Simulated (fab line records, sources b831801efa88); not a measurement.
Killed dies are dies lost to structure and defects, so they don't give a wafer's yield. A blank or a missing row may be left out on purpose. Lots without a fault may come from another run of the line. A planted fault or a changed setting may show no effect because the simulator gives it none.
fab line records | flow sky130
record lots=12 wafers=36 last_day=50
route steps=708 shown METAL4@600 CAP2M@604 VIA4@639 PAD_OPEN@708
lots that met no fault: from a run of the same line without faults
start_h: hours from the record's first day to the start of the lot's first wafer shown | wait_h: hours since the lot's step before | " the same as in the row above | L1.1+2: a row that stands for several wafers | - no value, or no start given | * or withheld: withheld | < > ~ a bound
route shown NAME@n: a module of which the file shows steps, and the number in the route of the first | usual: mean/standard deviation of fault-free wafers | same: alike in all rows | chamber/n: place in a boat | sites: the reading at each site | _std_site: their standard deviation | _edge_site: outer sites' mean less inner sites' | radius_mm: how far each site lies from the wafer's centre | mask NAME#n: copy n | behind: the tool/chamber that last shaped the wafer | hold: why the lot was held/for how many hours/how that ended | device: the transistor (n, p or np) that didn't switch | end of line: the same wafers' tests at the end of the route | a step without rows: its recipe alone | killed: dies lost to structure and defects at the first sort, not the wafer's yield | map: a wafer's dies, x killed, . not, _ none there
set.NAME: the setting as run; set.NAME@STEP: as run at that earlier step | model.NAME: the simulator's own value behind a step, which no gauge read
steps of the route over a sample of lots; a table a step, a row a wafer
services: from which hour (start_h, from the record's first day; less than 0 if before it) a tool's chamber was out of use, for how many hours, and why
## steps
# step SKY_METAL4_SPUTTER_02
# recipe material=AlCu target_thk_nm=735 power_w=10600 time_s=39.1 chamber_pressure_pa=0.4
# usual cathode_dc_power_W=10600/1.8 throttle_valve_pct=29.6/1.1
# columns lot.wafer tool chamber start_h wait_h cathode_dc_power_W throttle_valve_pct
L748.2 pvd_sputter-03 - 939.63 0.0 10600 30.5
L748.3 " - " " 10598 26.6
L748.6 " - " " 10603 30.2
L751.2 pvd_sputter-03 - 970.70 0.0 10602 26.7
L751.3 " - " " 10600 29.6
L751.6 " - " " 10600 30.3
L753.1 pvd_sputter-03 - 983.12 0.0 10601 29.5
L753.3 " - " " 10601 26.4
L753.4 " - " " 10596 30.4
L754.1 pvd_sputter-04 - 994.23 0.0 10602 29.1
L754.4 " - " " 10600 28.8
L754.5 " - " " 10601 30.7
L755.1 pvd_sputter-04 - 998.64 0.0 10602 29.5
L755.2 " - " " 10599 29.1
L755.3 " - " " 10599 30.7
L756.1 pvd_sputter-03 - 1017.98 0.0 10603 26.6
L756.2 " - " " 10600 30.6
L756.3 " - " " 10602 30.0
L758.2 pvd_sputter-04 - 1024.12 0.0 10597 28.9
L758.4 " - " " 10600 29.2
L758.6 " - " " 10600 28.8
L764.2 pvd_sputter-01 - 1052.84 0.0 10597 29.5
L764.4 " - " " 10599 30.3
L764.6 " - " " 10602 30.3
L765.1 pvd_sputter-01 - 1059.95 0.0 10602 29.2
L765.3 " - " " 10604 29.6
L765.5 " - " " 10601 29.1
L766.1 pvd_sputter-03 - 1062.15 0.0 10603 30.4
L766.2 " - " " 10603 26.3
L766.6 " - " " 10602 30.8
L769.1 pvd_sputter-04 - 1084.32 0.0 10604 28.7
L769.3 " - " " 10597 29.4
L769.6 " - " " 10603 30.7
L770.4 pvd_sputter-04 - 1091.29 0.0 10598 29.0
L770.5 " - " " 10598 29.9
L770.6 " - " " 10599 29.0
# step SKY_CAP2M_THK_MEAS_01
# recipe reads=SiO2_of_CAP2M_CVD_00
# usual CAP2M_CVD_00_THK=15.40/0.27
# columns lot.wafer tool chamber start_h wait_h CAP2M_CVD_00_THK[nm]
L748.2 film_metro-01 - 939.77 - 14.95
L748.3 " - " " 15.29
L748.6 " - " " 15.64
L751.2 film_metro-04 - 970.85 - 15.23
L751.3 " - " " 15.53
L751.6 " - " " 15.86
L753.1 film_metro-03 - 983.25 - 15.36
L753.3 " - " " 15.25
L753.4 " - " " 15.45
L754.1 film_metro-01 - 994.35 - 14.98
L754.4 " - " " 15.08
L754.5 " - " " 15.86
L755.1 film_metro-01 - 998.77 - 15.49
L755.2 " - " " 15.31
L755.3 " - " " 15.33
L756.1 film_metro-04 - 1018.12 - 14.72
L756.2 " - " " 15.85
L756.3 " - " " 14.99
L758.2 film_metro-03 - 1024.25 - 15.15
L758.4 " - " " 15.85
L758.6 " - " " 15.25
L764.2 film_metro-03 - 1052.97 - 14.89
L764.4 " - " " 15.92
L764.6 " - " " 15.15
L765.1 film_metro-03 - 1060.07 - 15.46
L765.3 " - " " 15.44
L765.5 " - " " 15.66
L766.1 film_metro-04 - 1062.28 - 15.38
L766.2 " - " " 15.51
L766.6 " - " " 15.64
L769.1 film_metro-04 - 1084.45 - 15.33
L769.3 " - " " 14.92
L769.6 " - " " 15.41
L770.4 film_metro-03 - 1091.45 - 15.55
L770.5 " - " " 15.58
L770.6 " - " " 15.64
# step SKY_CAP2M_STRIP_14
# recipe chemistry=O2/N2 power_w=1400 pressure_mtorr=1500 platen_temp_c=withheld o2_flow_sccm=3000 n2_flow_sccm=300 overash_fraction=0.5
# usual drypump_motor_current_A=5.6/0.45 n2_flow_sccm=300.2/1.4 o2_flow_sccm=2999/8.2 oes_product_au=0.710/0.0041 strip_time_to_endpoint_s=12.70/0.061
# columns lot.wafer tool chamber start_h wait_h drypump_motor_current_A n2_flow_sccm o2_flow_sccm oes_product_au rf_hours_counter_h strip_time_to_endpoint_s
L748.2 plasma_asher-02 1 964.55 0.1 6.1 300.3 2999 0.708 21 12.51
L748.3 " 0 " " 5.1 300.0 3014 0.706 - 12.59
L748.6 " 0 " " 5.1 299.8 2972 0.708 - 12.55
L751.2 plasma_asher-02 1 995.01 0.1 6.2 299.5 3002 0.712 24 12.72
L751.3 " 1 " " 6.2 300.0 3016 0.711 - 12.79
L751.6 " 0 " " 5.1 297.7 3000 0.715 - 12.76
L753.1 plasma_asher-02 0 1007.58 0.1 5.1 298.5 2985 0.709 25 12.74
L753.3 " 0 " " 5.1 301.3 2997 0.712 - 12.70
L753.4 " 1 " " 6.2 300.7 3013 0.714 - 12.68
L754.1 plasma_asher-02 0 1017.11 0.1 5.1 299.5 2998 0.713 26 12.70
L754.4 " 1 " " 6.1 300.5 2998 0.712 - 12.72
L754.5 " 1 " " 6.2 300.6 3006 0.716 - 12.77
L755.1 plasma_asher-02 1 1022.43 0.1 6.2 301.7 3001 0.714 26 12.67
L755.2 " 0 " " 5.1 301.0 2991 0.712 26 12.70
L755.3 " 1 " " 6.2 300.4 3003 0.715 - 12.67
L756.1 plasma_asher-02 0 1040.36 0.1 5.1 300.3 3004 0.712 28 12.69
L756.2 " 1 " " 6.2 300.0 3006 0.707 28 12.72
L756.3 " 1 " " 6.2 301.3 3008 0.716 - 12.71
L758.2 plasma_asher-01 0 1046.97 0.1 6.0 301.4 3000 0.713 90 12.78
L758.4 " 1 " " 5.5 300.8 3007 0.708 - 12.79
L758.6 " 0 " " 5.9 300.3 3009 0.711 - 12.74
L764.2 plasma_asher-02 0 1075.18 0.1 5.1 298.4 2990 0.710 32 12.69
L764.4 " 1 " " 6.2 298.3 2994 0.706 - 12.66
L764.6 " 0 " " 5.1 300.4 2994 0.709 - 12.74
L765.1 plasma_asher-02 1 1081.91 0.1 6.2 299.0 2999 0.708 33 12.68
L765.3 " 1 " " 6.1 298.7 3002 0.715 - 12.70
L765.5 " 0 " " 5.1 299.8 3005 0.713 - 12.64
L766.1 plasma_asher-02 1 1083.66 0.1 6.2 300.2 2992 0.709 33 12.64
L766.2 " 0 " " 5.1 300.2 3007 0.712 33 12.60
L766.6 " 0 " " 5.1 299.5 3009 0.714 - 12.65
L769.1 plasma_asher-02 1 1105.62 0.1 6.1 298.4 2995 0.704 35 12.72
L769.3 " 0 " " 5.1 300.7 3011 0.704 - 12.76
L769.6 " 0 " " 5.1 300.1 3002 0.708 - 12.82
L770.4 plasma_asher-01 1 1112.49 0.1 5.5 299.3 3001 0.707 - 12.76
L770.5 " 0 " " 6.0 299.6 3000 0.706 - 12.71
L770.6 " 1 " " 5.4 299.5 3001 0.707 - 12.74
# step SKY_VIA4_HDPCVD_00
# recipe material=SiO2 target_thk_nm=1750 sigma_open_frac=0.3 time_s=291.7 temp_c=400 sih4_flow_sccm=60 pressure_mtorr=6
# columns lot.wafer tool chamber start_h wait_h
L748.2+3+6 hdpcvd-01 2,1,2 991.22 0.0
L751.2+3+6 hdpcvd-02 1,0,2 1020.27 0.0
L753.1+3+4 hdpcvd-01 2,0,2 1032.22 0.0
L754.1+4+5 hdpcvd-02 1,0,2 1040.54 0.0
L755.1+2+3 hdpcvd-02 1,0,2 1046.65 0.0
L756.1+2+3 hdpcvd-02 0,2,1 1063.63 0.0
L758.2+4+6 hdpcvd-01 2,1,2 1070.22 0.0
L764.2+4+6 hdpcvd-02 1,2,1 1097.79 0.0
L765.1+3+5 hdpcvd-02 2,1,0 1103.81 0.0
L766.1+2+6 hdpcvd-01 1,0,0 1106.13 0.0
L769.1+3+6 hdpcvd-01 0,2,2 1127.37 0.0
L770.4+5+6 hdpcvd-01 2,1,2 1133.38 0.1
# step SKY_VIA4_THK_MEAS_01
# recipe reads=SiO2_of_VIA4_HDPCVD_00
# usual VIA4_HDPCVD_THK=1762/18
# columns lot.wafer tool chamber start_h wait_h hold VIA4_HDPCVD_THK[nm]
L748.2 film_metro-02 - 991.41 0.1 - 1752
L748.3 " - " " - 1773
L748.6 " - " " - 1780
L751.2 film_metro-04 - 1020.46 0.1 - 1736
L751.3 " - " " - 1752
L751.6 " - " " - 1740
L753.1 film_metro-02 - 1032.40 0.1 - 1758
L753.3 " - " " - 1775
L753.4 " - " " - 1769
L754.1 film_metro-04 - 1040.72 0.1 - 1771
L754.4 " - " " - 1773
L754.5 " - " " - 1756
L755.1 film_metro-01 - 1046.83 0.1 - 1762
L755.2 " - " " - 1802
L755.3 " - " " - 1778
L756.1 film_metro-02 - 1063.81 0.1 - 1764
L756.2 " - " " - 1765
L756.3 " - " " - 1728
L758.2 film_metro-04 - 1070.41 0.1 - 1765
L758.4 " - " " - 1787
L758.6 " - " " - 1768
L764.2 film_metro-04 - 1097.98 0.1 await_dispo/0.2h/release 579
L764.4 " - " " await_dispo/0.2h/release 593
L764.6 " - " " await_dispo/0.2h/release 573
L764.2 film_metro-04 - 1098.21 0.2 - 579
L764.4 " - " " - 594
L764.6 " - " " - 573
L765.1 film_metro-02 - 1103.99 0.1 await_dispo/0.2h/release 570
L765.3 " - " " await_dispo/0.2h/release 581
L765.5 " - " " await_dispo/0.2h/release 591
L765.1 film_metro-02 - 1104.22 0.2 - 569
L765.3 " - " " - 580
L765.5 " - " " - 592
L766.1 film_metro-02 - 1106.31 0.1 - 1794
L766.2 " - " " - 1773
L766.6 " - " " - 1768
L769.1 film_metro-02 - 1127.72 0.3 - 1769
L769.3 " - " " - 1749
L769.6 " - " " - 1749
L770.4 film_metro-01 - 1133.59 0.1 - 1751
L770.5 " - " " - 1764
L770.6 " - " " - 1742
# step SKY_PAD_OPEN_PROBE_99
# usual defect_limited_yield=82.0/1.9 killed_at_M0_to_M3=46/6.7 killed_at_M4_up=3.3/2 killed_at_contacts=24/5.4 killed_at_front_end=15/4.3 killed_at_other=0.4/0.64 killed_dies=89/9.1 killed_open=48/7.2 killed_short=40/6.3 sort_bin_3_pad_short=0.9/0.42 sort_bin_5_function=10.8/1.5 sort_bin_6_memory=6.4/1.1 sort_n_pass=403/9.1 sort_yield_pct=82.0/1.9
# same gross_dies=492 killed_at_back_side=0 sort_bin_4_leakage[%]=0 sort_bin_8_speed[%]=0
# columns lot.wafer tool chamber start_h wait_h defect_limited_yield[%] killed_at_M0_to_M3 killed_at_M4_up killed_at_contacts killed_at_front_end killed_at_other killed_dies killed_open killed_short sort_bin_3_pad_short[%] sort_bin_5_function[%] sort_bin_6_memory[%] sort_n_pass sort_yield_pct[%]
L754.1 prober-02 - 1130.46 0.1 79.7 59 3 30 8 0 100 58 40 0 13.0 7.3 392 79.7
L754.4 prober-02 - 1130.61 0.2 84.6 34 1 26 15 0 76 45 31 1.0 8.5 5.9 416 84.6
L754.5 prober-02 - 1130.66 0.2 77.8 49 7 31 22 0 109 65 41 0.4 13.8 7.9 383 77.8
# killed by level:class
L754.1 CONTACT:geometric_particle:open=13 VIA2:geometric_particle:open=13 VIA1:geometric_particle:open=11 VIA3:geometric_particle:open=6 METAL1:geometric_particle:short=6 METAL2:geometric_particle:short=6 LI_CONTACT:geometric_particle:open=5 VIA1:geometric_particle:short=5
L754.4 CONTACT:geometric_particle:open=8 VIA3:geometric_particle:open=8 LOCAL_INTERCONNECT:geometric_particle:short=7 FIELD_ISO:geometric_particle:open=6 METAL2:geometric_particle:short=6 LI_CONTACT:geometric_particle:open=5 METAL1:geometric_particle:short=5 VIA1:geometric_particle:open=5
L754.5 CONTACT:geometric_particle:open=11 LI_CONTACT:geometric_particle:open=10 VIA3:geometric_particle:open=10 VIA1:geometric_particle:open=8 FIELD_ISO:geometric_particle:short=7 POLY_GATE:geometric_particle:open=7 VIA1:geometric_particle:short=7 METAL2:geometric_particle:short=6
## services
# columns tool chamber start_h hours kind
hdpcvd-02 - 922.62 1.3 repair
pvd_sputter-04 - 927.74 6.3 repair
pvd_sputter-03 - 931.24 2.2 repair
plasma_asher-01 - 931.62 1.1 repair
pvd_sputter-03 - 937.18 2.4 repair
hdpcvd-02 2 949.02 4.4 repair
hdpcvd-01 - 950.25 15.0 pm
hdpcvd-01 0 950.25 15.0 vent_cycle
hdpcvd-01 1 950.25 15.0 vent_cycle
hdpcvd-01 2 950.25 15.0 vent_cycle
hdpcvd-01 0 965.25 - clean
hdpcvd-01 1 965.25 - clean
hdpcvd-01 2 965.25 - clean
hdpcvd-02 - 965.25 6.0 pm
hdpcvd-02 0 975.30 4.6 repair
pvd_sputter-04 - 1021.23 0.9 repair
pvd_sputter-03 - 1030.45 2.2 repair
hdpcvd-01 1 1037.89 9.8 repair
pvd_sputter-01 - 1073.97 2.6 repair
plasma_asher-01 - 1077.46 1.1 repair
hdpcvd-02 - 1091.77 0.8 pm
pvd_sputter-01 - 1111.15 2.8 repair
hdpcvd-02 - 1121.32 2.8 pm
hdpcvd-01 0 1129.53 21.9 repair
## key
first_sign step=SKY_VIA4_THK_MEAS_01 reading=visit direction=added
effect step=SKY_VIA4_THK_MEAS_01 reading=VIA4_HDPCVD_THK direction=down sigmas=65 usual=1762 struck=581
met_at SKY_VIA4_HDPCVD_00
struck_lots L764,L765
scrapped_behind SKY_VIA4_THK_MEAS_01 L764.2,L764.4,L764.6,L765.1,L765.3,L765.5
not_acting_at SKY_METAL4_SPUTTER_02,SKY_CAP2M_THK_MEAS_01,SKY_CAP2M_STRIP_14
onset_between 1063.63 1097.79
fault kind=process_parameter_drift tool=hdpcvd-02 chamber=- onset_h=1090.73 steps=SKY_VIA4_HDPCVD_00 channel=target_thk_nm offset=-1176.5 shape=step end_h=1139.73 acts_in=these_recipes_only stated=1750
